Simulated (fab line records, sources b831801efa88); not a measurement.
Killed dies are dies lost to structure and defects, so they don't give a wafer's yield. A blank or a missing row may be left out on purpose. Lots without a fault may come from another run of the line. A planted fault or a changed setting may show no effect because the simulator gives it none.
Which tool did it? | flow sky130 | 11 lots, 33 wafers sampled, at 4 steps of a route of 708

WHAT THE GAUGES READ, wafer by wafer
SKY_VIA3_OVL_MEAS_13. Usual: VIA3_OVL 1 nm, standard deviation 5.8.
lot  | measured     | on         | VIA3_OVL (nm) | flag
L524 | day 40 17:19 | overlay-02 | 2 6 2         |
L525 | day 41 03:23 | overlay-02 | 6 -1 8        |
L526 | day 41 04:13 | overlay-02 | -8 -13 -3     |
L534 | day 43 11:52 | overlay-02 | 0 5 10        |
L535 | day 43 20:23 | overlay-02 | -2 10 11      |
L538 | day 45 04:57 | overlay-02 | 7 6 9         |
L539 | day 45 09:21 | overlay-02 | 2 -2 -1       |
L541 | day 45 21:12 | overlay-01 | 13 11 6       |
L540 | day 45 22:10 | overlay-02 | -5 -9 -4      |
L542 | day 45 23:10 | overlay-01 | -11 -11 -5    |
L543 | day 47 04:53 | overlay-01 | 1 -1 1        |

WHICH TOOL RAN EACH LOT (tool, then ch and the chambers of the sampled wafers, then the start)
lot  | SKY_VIA2_STRIP_16                    | SKY_VIA2_SPUTTER_20          | SKY_VIA3_HDPCVD_00
L524 | plasma_asher-03 ch 0,1, day 37 10:01 | pvd_sputter-03, day 37 10:39 | hdpcvd-02 ch 0,1,2, day 39 15:56
L525 | plasma_asher-04 ch 1, day 37 20:21   | pvd_sputter-04, day 37 20:59 | hdpcvd-02 ch 0,2, day 40 01:56
L526 | plasma_asher-03 ch 0,1, day 37 21:35 | pvd_sputter-01, day 37 22:10 | hdpcvd-01 ch 0,1,2, day 40 02:59
L534 | plasma_asher-01 ch 0,1, day 40 08:33 | pvd_sputter-04, day 40 09:10 | hdpcvd-02 ch 0,2, day 42 12:02
L535 | plasma_asher-03 ch 0,1, day 40 18:25 | pvd_sputter-03, day 40 19:00 | hdpcvd-02 ch 0,1, day 42 21:20
L538 | plasma_asher-04 ch 0,1, day 42 06:41 | pvd_sputter-01, day 42 07:15 | hdpcvd-01 ch 0,1,2, day 44 06:34
L539 | plasma_asher-01 ch 0,1, day 42 11:02 | pvd_sputter-03, day 42 11:36 | hdpcvd-01 ch 0,1, day 44 11:26
L541 | plasma_asher-04 ch 0,1, day 42 23:56 | pvd_sputter-03, day 43 00:31 | hdpcvd-02 ch 0,1, day 44 23:46
L540 | plasma_asher-03 ch 0,1, day 43 00:40 | pvd_sputter-04, day 43 01:15 | hdpcvd-01 ch 0,2, day 45 00:20
L542 | plasma_asher-04 ch 0,1, day 43 01:22 | pvd_sputter-01, day 43 01:57 | hdpcvd-02 ch 0,2, day 45 01:53
L543 | plasma_asher-04 ch 0,1, day 44 11:15 | pvd_sputter-03, day 44 11:51 | hdpcvd-01 ch 0,1,2, day 46 07:49
- SKY_VIA2_STRIP_16: strips in O2/N2.
- SKY_VIA2_SPUTTER_20: material TiN, target thk 20 nm, time 80 s.
- SKY_VIA3_HDPCVD_00: deposits SiO2, target thk 1635 nm, time 272.5 s.

WHAT THE TOOLS THEMSELVES READ (means of the sampled wafers that have a number; where no wafer has one, the mark that the record gives instead)
SKY_VIA2_STRIP_16. Usual: drypump_motor_current_A 5.7 A, standard deviation 0.49; oes_product_au 0.399 a.u., standard deviation 0.0049; strip_time_to_endpoint_s 4.05 s, standard deviation 0.031.
lot  | tool            | drypump_motor_current_A (A) | oes_product_au (a.u.) | strip_time_to_endpoint_s (s) | flag
L524 | plasma_asher-03 | 5.5                         | 0.402                 | 4.07                         |
L525 | plasma_asher-04 | 5.3                         | 0.398                 | 4.06                         |
L526 | plasma_asher-03 | 5.8                         | 0.404                 | 4.05                         |
L534 | plasma_asher-01 | 6.4                         | 0.398                 | 4.05                         |
L535 | plasma_asher-03 | 5.6                         | 0.400                 | 4.06                         |
L538 | plasma_asher-04 | 5.3                         | 0.399                 | 4.05                         |
L539 | plasma_asher-01 | 6.0                         | 0.403                 | 4.06                         |
L541 | plasma_asher-04 | 5.3                         | 0.396                 | 4.03                         |
L540 | plasma_asher-03 | 5.5                         | 0.399                 | 4.08                         |
L542 | plasma_asher-04 | 5.3                         | 0.401                 | 4.04                         |
L543 | plasma_asher-04 | 5.3                         | 0.397                 | 4.07                         |

SKY_VIA2_SPUTTER_20. Usual: cathode_dc_power_W 4000.0 W, standard deviation 0.73; throttle_valve_pct 30.0 %, standard deviation 1.1.
lot  | tool           | cathode_dc_power_W (W) | throttle_valve_pct (%) | flag
L524 | pvd_sputter-03 | 4000.3                 | 30.4                   |
L525 | pvd_sputter-04 | 3999.8                 | 30.3                   |
L526 | pvd_sputter-01 | 4000.1                 | 29.9                   |
L534 | pvd_sputter-04 | 3999.9                 | 30.6                   |
L535 | pvd_sputter-03 | 3999.8                 | 29.0                   |
L538 | pvd_sputter-01 | 3999.6                 | 31.4                   |
L539 | pvd_sputter-03 | 4000.0                 | 29.9                   |
L541 | pvd_sputter-03 | 4000.1                 | 30.6                   |
L540 | pvd_sputter-04 | 4000.5                 | 29.8                   |
L542 | pvd_sputter-01 | 3999.8                 | 30.8                   |
L543 | pvd_sputter-03 | 3999.8                 | 29.2                   |

SKY_VIA3_HDPCVD_00. Usual: pressure_mtorr 6.000 mTorr, standard deviation 0.011; run_length_s 300.8 s, standard deviation 0.6.
lot  | tool      | pressure_mtorr (mTorr) | run_length_s (s) | flag
L524 | hdpcvd-02 | 6.012                  | 301.2            |
L525 | hdpcvd-02 | 5.998                  | 301.6            |
L526 | hdpcvd-01 | 6.001                  | 300.2            |
L534 | hdpcvd-02 | -                      | -                | OFF
L535 | hdpcvd-02 | -                      | -                | OFF
L538 | hdpcvd-01 | 5.987                  | 300.7            |
L539 | hdpcvd-01 | 5.991                  | 300.6            |
L541 | hdpcvd-02 | 5.992                  | 300.9            |
L540 | hdpcvd-01 | 5.997                  | 299.7            |
L542 | hdpcvd-02 | 5.981                  | 301.1            |
L543 | hdpcvd-01 | 5.999                  | 300.1            |

THE ANSWER, worked out from the rows above alone
Rule: a lot is off if the mean of its wafers that have a number lies more than 3 standard deviations from the usual mean. A lot without any number at a reading at which 4 lots or more have one is off too. The other lots that the step has rows for count as sound. The gauges are gone through in route order, then the tools' own readings, and for those a lot's mean is taken as printed above. The first step at which some lot is off is used, and at that step the reading that is off furthest; a lot without a number counts as furthest.
Off: L534, L535, at SKY_VIA3_HDPCVD_00 (pressure_mtorr). Without a number there: L534, L535.
A tool fits if, at that step or a process step before it, it ran every lot that is off, and no sound lot after the first of them. None of those tried fits.

WHAT THE SIMULATOR HAD PUT IN
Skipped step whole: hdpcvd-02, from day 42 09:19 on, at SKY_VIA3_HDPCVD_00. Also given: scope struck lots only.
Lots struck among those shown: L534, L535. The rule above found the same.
